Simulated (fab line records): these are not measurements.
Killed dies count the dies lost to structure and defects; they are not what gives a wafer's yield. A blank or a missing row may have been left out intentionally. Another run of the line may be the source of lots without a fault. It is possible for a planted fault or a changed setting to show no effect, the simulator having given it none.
The tool behind it: which one? :: flow sky130 :: 14 lots, 42 wafers sampled, at 5 steps of a route of 708

== WHAT EACH GAUGE READ, for each wafer ==
SKY_VT_ADJUST_LVTN_TW_MEAS_21. Usual: VT_ADJUST_LVTN_2_TW typically reads 188.4, with standard deviation 0.87.
lot: L894
measured: day 7 16:54
on: film_metro-03
VT_ADJUST_LVTN_2_TW: 187.4 187.1 188.0
flag: 

lot: L895
measured: day 7 19:23
on: film_metro-03
VT_ADJUST_LVTN_2_TW: 187.5 186.8 187.3
flag: 

lot: L896
measured: day 8 03:38
on: film_metro-03
VT_ADJUST_LVTN_2_TW: 188.1 188.4 189.5
flag: 

lot: L898
measured: day 8 17:02
on: film_metro-01
VT_ADJUST_LVTN_2_TW: 188.4 188.8 189.3
flag: 

lot: L899
measured: day 8 21:50
on: film_metro-01
VT_ADJUST_LVTN_2_TW: 189.8 188.5 189.2
flag: 

lot: L901
measured: day 9 09:38
on: film_metro-04
VT_ADJUST_LVTN_2_TW: 190.7 190.2 189.2
flag: 

lot: L903
measured: day 10 14:17
on: film_metro-03
VT_ADJUST_LVTN_2_TW: 186.8 188.3 186.7
flag: 

lot: L905
measured: day 11 09:47
on: film_metro-01
VT_ADJUST_LVTN_2_TW: 188.8 188.6 187.7
flag: 

lot: L906
measured: day 11 13:20
on: film_metro-01
VT_ADJUST_LVTN_2_TW: 188.8 188.2 189.1
flag: 

lot: L909
measured: day 12 00:46
on: film_metro-03
VT_ADJUST_LVTN_2_TW: 189.1 188.9 189.2
flag: 

lot: L912
measured: day 12 18:47
on: film_metro-03
VT_ADJUST_LVTN_2_TW: 189.0 189.2 188.8
flag: 

lot: L914
measured: day 13 10:12
on: film_metro-04
VT_ADJUST_LVTN_2_TW: 189.3 188.0 188.2
flag: 

lot: L916
measured: day 13 18:35
on: film_metro-03
VT_ADJUST_LVTN_2_TW: 188.2 187.9 189.5
flag: 

lot: L917
measured: day 14 06:16
on: film_metro-03
VT_ADJUST_LVTN_2_TW: 188.9 189.8 189.6
flag: 

SKY_VT_ADJUST_NCORE_CD_MEAS_07: target cd 380 nm. Usual: 380.0 nm for cd_nm, sd 2.4.
lot: L894
measured: day 8 13:36
on: cd_sem-02
cd_nm (nm): 377.9 377.7 377.5
flag: 

lot: L895
measured: day 8 15:27
on: cd_sem-02
cd_nm (nm): 380.3 377.5 379.4
flag: 

lot: L896
measured: day 9 00:14
on: cd_sem-01
cd_nm (nm): 379.5 380.8 383.9
flag: 

lot: L898
measured: day 9 13:33
on: cd_sem-01
cd_nm (nm): 377.3 377.2 375.5
flag: 

lot: L899
measured: day 9 17:46
on: cd_sem-02
cd_nm (nm): 379.7 379.0 376.1
flag: 

lot: L901
measured: day 10 05:58
on: cd_sem-02
cd_nm (nm): 382.4 380.7 384.0
flag: 

lot: L903
measured: day 11 13:28
on: cd_sem-02
cd_nm (nm): 381.5 383.2 384.3
flag: 

lot: L905
measured: day 12 09:23
on: cd_sem-01
cd_nm (nm): 379.9 381.1 377.5
flag: 

lot: L906
measured: day 12 13:08
on: cd_sem-02
cd_nm (nm): 384.8 384.4 384.7
flag: 

lot: L909
measured: day 13 00:56
on: cd_sem-02
cd_nm (nm): 380.4 381.4 379.5
flag: 

lot: L912
measured: day 13 19:17
on: cd_sem-02
cd_nm (nm): 384.7 383.4 383.3
flag: 

lot: L914
measured: day 14 11:17
on: cd_sem-02
cd_nm (nm): 379.3 379.6 377.5
flag: 

lot: L916
measured: day 14 20:05
on: cd_sem-01
cd_nm (nm): 378.2 375.0 379.4
flag: 

lot: L917
measured: day 15 09:08
on: cd_sem-02
cd_nm (nm): 378.0 379.1 378.3
flag: 

SKY_SONOS_TUNNEL_TW_MEAS_12. Usual: SONOS_TUNNEL_TW typically reads 198.0, with standard deviation 0.74.
lot: L894
measured: day 11 06:49
on: film_metro-04
SONOS_TUNNEL_TW: 197.1 196.4 196.9
flag: 

lot: L895
measured: day 11 11:17
on: film_metro-03
SONOS_TUNNEL_TW: 197.8 197.6 197.9
flag: 

lot: L896
measured: day 11 19:23
on: film_metro-03
SONOS_TUNNEL_TW: 197.5 198.7 197.8
flag: 

lot: L898
measured: day 12 12:04
on: film_metro-03
SONOS_TUNNEL_TW: 197.7 198.7 198.0
flag: 

lot: L899
measured: day 12 16:02
on: film_metro-04
SONOS_TUNNEL_TW: 197.6 196.5 196.3
flag: 

lot: L901
measured: day 13 05:13
on: film_metro-01
SONOS_TUNNEL_TW: 198.5 197.8 198.0
flag: 

lot: L903
measured: day 14 18:17
on: film_metro-01
SONOS_TUNNEL_TW: 198.1 199.2 199.4
flag: 

lot: L905
measured: day 15 16:10
on: film_metro-03
SONOS_TUNNEL_TW: 221.2 220.6 220.6
flag: OFF

lot: L906
measured: day 15 21:27
on: film_metro-03
SONOS_TUNNEL_TW: 220.4 220.5 222.2
flag: OFF

lot: L909
measured: day 16 10:13
on: film_metro-01
SONOS_TUNNEL_TW: 198.8 197.9 197.9
flag: 

lot: L912
measured: day 17 06:52
on: film_metro-04
SONOS_TUNNEL_TW: 197.9 197.0 198.2
flag: 

lot: L914
measured: day 18 00:49
on: film_metro-01
SONOS_TUNNEL_TW: 198.4 198.8 197.4
flag: 

lot: L916
measured: day 18 11:02
on: film_metro-01
SONOS_TUNNEL_TW: 198.3 197.8 198.9
flag: 

lot: L917
measured: day 19 00:55
on: film_metro-01
SONOS_TUNNEL_TW: 198.1 197.7 197.4
flag: 

== EACH LOT AND THE TOOL THAT RAN IT (in order: tool; ch and the chambers of the sampled wafers; start) ==
lot: L894
SKY_VT_ADJUST_LVTN_STRIP_20: plasma_asher-02 ch 0,1, day 7 16:47
SKY_SONOS_TUNNEL_IMPLANT_09: implanter-01 ch 0, day 11 06:25

lot: L895
SKY_VT_ADJUST_LVTN_STRIP_20: plasma_asher-01 ch 0,1, day 7 19:16
SKY_SONOS_TUNNEL_IMPLANT_09: implanter-03 ch 0, day 11 10:53

lot: L896
SKY_VT_ADJUST_LVTN_STRIP_20: plasma_asher-02 ch 0,1, day 8 03:33
SKY_SONOS_TUNNEL_IMPLANT_09: implanter-03 ch 0, day 11 18:59

lot: L898
SKY_VT_ADJUST_LVTN_STRIP_20: plasma_asher-03 ch 0,1, day 8 16:55
SKY_SONOS_TUNNEL_IMPLANT_09: implanter-03 ch 0, day 12 11:40

lot: L899
SKY_VT_ADJUST_LVTN_STRIP_20: plasma_asher-03 ch 0,1, day 8 21:45
SKY_SONOS_TUNNEL_IMPLANT_09: implanter-03 ch 0, day 12 15:38

lot: L901
SKY_VT_ADJUST_LVTN_STRIP_20: plasma_asher-03 ch 0,1, day 9 09:31
SKY_SONOS_TUNNEL_IMPLANT_09: implanter-01 ch 0, day 13 04:49

lot: L903
SKY_VT_ADJUST_LVTN_STRIP_20: plasma_asher-03 ch 0,1, day 10 14:11
SKY_SONOS_TUNNEL_IMPLANT_09: implanter-04 ch 0, day 14 17:48

lot: L905
SKY_VT_ADJUST_LVTN_STRIP_20: plasma_asher-01 ch 0,1, day 11 09:38
SKY_SONOS_TUNNEL_IMPLANT_09: implanter-01 ch 0, day 15 15:45

lot: L906
SKY_VT_ADJUST_LVTN_STRIP_20: plasma_asher-01 ch 0,1, day 11 13:14
SKY_SONOS_TUNNEL_IMPLANT_09: implanter-01 ch 0, day 15 21:02

lot: L909
SKY_VT_ADJUST_LVTN_STRIP_20: plasma_asher-03 ch 0,1, day 12 00:40
SKY_SONOS_TUNNEL_IMPLANT_09: implanter-04 ch 0, day 16 09:48

lot: L912
SKY_VT_ADJUST_LVTN_STRIP_20: plasma_asher-03 ch 0,1, day 12 18:41
SKY_SONOS_TUNNEL_IMPLANT_09: implanter-03 ch 0, day 17 06:27

lot: L914
SKY_VT_ADJUST_LVTN_STRIP_20: plasma_asher-01 ch 0,1, day 13 10:06
SKY_SONOS_TUNNEL_IMPLANT_09: implanter-03 ch 0, day 18 00:25

lot: L916
SKY_VT_ADJUST_LVTN_STRIP_20: plasma_asher-01 ch 1, day 13 18:28
SKY_SONOS_TUNNEL_IMPLANT_09: implanter-03 ch 0, day 18 10:37

lot: L917
SKY_VT_ADJUST_LVTN_STRIP_20: plasma_asher-02 ch 0,1, day 14 06:10
SKY_SONOS_TUNNEL_IMPLANT_09: implanter-01 ch 0, day 19 00:31
- SKY_VT_ADJUST_LVTN_STRIP_20: strips in O2/N2.
- SKY_SONOS_TUNNEL_IMPLANT_09

== WHAT THE TOOLS THEMSELVES READ (means of the sampled wafers that have a number; where no wafer has one, the mark that the record gives instead) ==
SKY_VT_ADJUST_LVTN_STRIP_20. Usual: drypump_motor_current_A 5.53 A, standard deviation 0.26; oes_product_au 0.716 a.u., standard deviation 0.0044; strip_time_to_endpoint_s 14.19 s, standard deviation 0.04.
lot: L894
tool: plasma_asher-02
drypump_motor_current_A (A): 5.56
oes_product_au (a.u.): 0.715
strip_time_to_endpoint_s (s): 14.17
flag: 

lot: L895
tool: plasma_asher-01
drypump_motor_current_A (A): 5.81
oes_product_au (a.u.): 0.721
strip_time_to_endpoint_s (s): 14.20
flag: 

lot: L896
tool: plasma_asher-02
drypump_motor_current_A (A): 5.54
oes_product_au (a.u.): 0.713
strip_time_to_endpoint_s (s): 14.21
flag: 

lot: L898
tool: plasma_asher-03
drypump_motor_current_A (A): 5.47
oes_product_au (a.u.): 0.717
strip_time_to_endpoint_s (s): 14.22
flag: 

lot: L899
tool: plasma_asher-03
drypump_motor_current_A (A): 5.49
oes_product_au (a.u.): 0.714
strip_time_to_endpoint_s (s): 14.15
flag: 

lot: L901
tool: plasma_asher-03
drypump_motor_current_A (A): 5.30
oes_product_au (a.u.): 0.718
strip_time_to_endpoint_s (s): 14.19
flag: 

lot: L903
tool: plasma_asher-03
drypump_motor_current_A (A): 5.31
oes_product_au (a.u.): 0.719
strip_time_to_endpoint_s (s): 14.15
flag: 

lot: L905
tool: plasma_asher-01
drypump_motor_current_A (A): 5.63
oes_product_au (a.u.): 0.714
strip_time_to_endpoint_s (s): 14.16
flag: 

lot: L906
tool: plasma_asher-01
drypump_motor_current_A (A): 5.62
oes_product_au (a.u.): 0.713
strip_time_to_endpoint_s (s): 14.16
flag: 

lot: L909
tool: plasma_asher-03
drypump_motor_current_A (A): 5.31
oes_product_au (a.u.): 0.720
strip_time_to_endpoint_s (s): 14.17
flag: 

lot: L912
tool: plasma_asher-03
drypump_motor_current_A (A): 5.47
oes_product_au (a.u.): 0.711
strip_time_to_endpoint_s (s): 14.26
flag: 

lot: L914
tool: plasma_asher-01
drypump_motor_current_A (A): 5.81
oes_product_au (a.u.): 0.717
strip_time_to_endpoint_s (s): 14.26
flag: 

lot: L916
tool: plasma_asher-01
drypump_motor_current_A (A): 5.44
oes_product_au (a.u.): 0.721
strip_time_to_endpoint_s (s): 14.24
flag: 

lot: L917
tool: plasma_asher-02
drypump_motor_current_A (A): 5.55
oes_product_au (a.u.): 0.718
strip_time_to_endpoint_s (s): 14.16
flag: 

SKY_SONOS_TUNNEL_IMPLANT_09. Usual: dose_ions_cm2 1.0001e+12, standard deviation 9.3e+08; faraday_current_uA 5.65, standard deviation 0.12.
lot: L894
tool: implanter-01
dose_ions_cm2: 9.9953e+11
faraday_current_uA: 5.70
flag: 

lot: L895
tool: implanter-03
dose_ions_cm2: 9.9977e+11
faraday_current_uA: 5.68
flag: 

lot: L896
tool: implanter-03
dose_ions_cm2: 1.0014e+12
faraday_current_uA: 5.60
flag: 

lot: L898
tool: implanter-03
dose_ions_cm2: 9.9963e+11
faraday_current_uA: 5.75
flag: 

lot: L899
tool: implanter-03
dose_ions_cm2: 1.0011e+12
faraday_current_uA: 5.83
flag: 

lot: L901
tool: implanter-01
dose_ions_cm2: 9.9883e+11
faraday_current_uA: 5.67
flag: 

lot: L903
tool: implanter-04
dose_ions_cm2: 1.0003e+12
faraday_current_uA: 5.69
flag: 

lot: L905
tool: implanter-01
dose_ions_cm2: 1.4790e+12
faraday_current_uA: 8.33
flag: OFF

lot: L906
tool: implanter-01
dose_ions_cm2: 1.4793e+12
faraday_current_uA: 8.20
flag: OFF

lot: L909
tool: implanter-04
dose_ions_cm2: 1.0002e+12
faraday_current_uA: 5.70
flag: 

lot: L912
tool: implanter-03
dose_ions_cm2: 9.9970e+11
faraday_current_uA: 5.69
flag: 

lot: L914
tool: implanter-03
dose_ions_cm2: 1.0002e+12
faraday_current_uA: 5.57
flag: 

lot: L916
tool: implanter-03
dose_ions_cm2: 9.9947e+11
faraday_current_uA: 5.75
flag: 

lot: L917
tool: implanter-01
dose_ions_cm2: 1.0003e+12
faraday_current_uA: 5.65
flag: 

== THE ANSWER, worked out from the rows above alone ==
Rule: lot off if the mean of its wafers having a number is beyond 3 standard deviations from the usual mean. A lot without any number at a reading at which 4 lots or more have one is off too. All remaining lots with rows at the step are treated as sound. After the gauges, taken in route order, come the tools' own readings; for these a lot's mean is taken, as printed above. The first step at which some lot is off is used, and at that step the reading that is off furthest; a lot without a number counts as furthest.
Off: L905, L906, seen at SKY_SONOS_TUNNEL_TW_MEAS_12 (SONOS_TUNNEL_TW).
A tool fits if, at a process step before that reading, it ran every lot that is off, and no sound lot after the first of them. The gauges at SKY_SONOS_TUNNEL_TW_MEAS_12 aren't tried: what is off there is off at SKY_SONOS_TUNNEL_IMPLANT_09 too, on other tools, and a gauge's error can't cause that. Of those tried, none fits.

== WHAT THE SIMULATOR HAD INSERTED ==
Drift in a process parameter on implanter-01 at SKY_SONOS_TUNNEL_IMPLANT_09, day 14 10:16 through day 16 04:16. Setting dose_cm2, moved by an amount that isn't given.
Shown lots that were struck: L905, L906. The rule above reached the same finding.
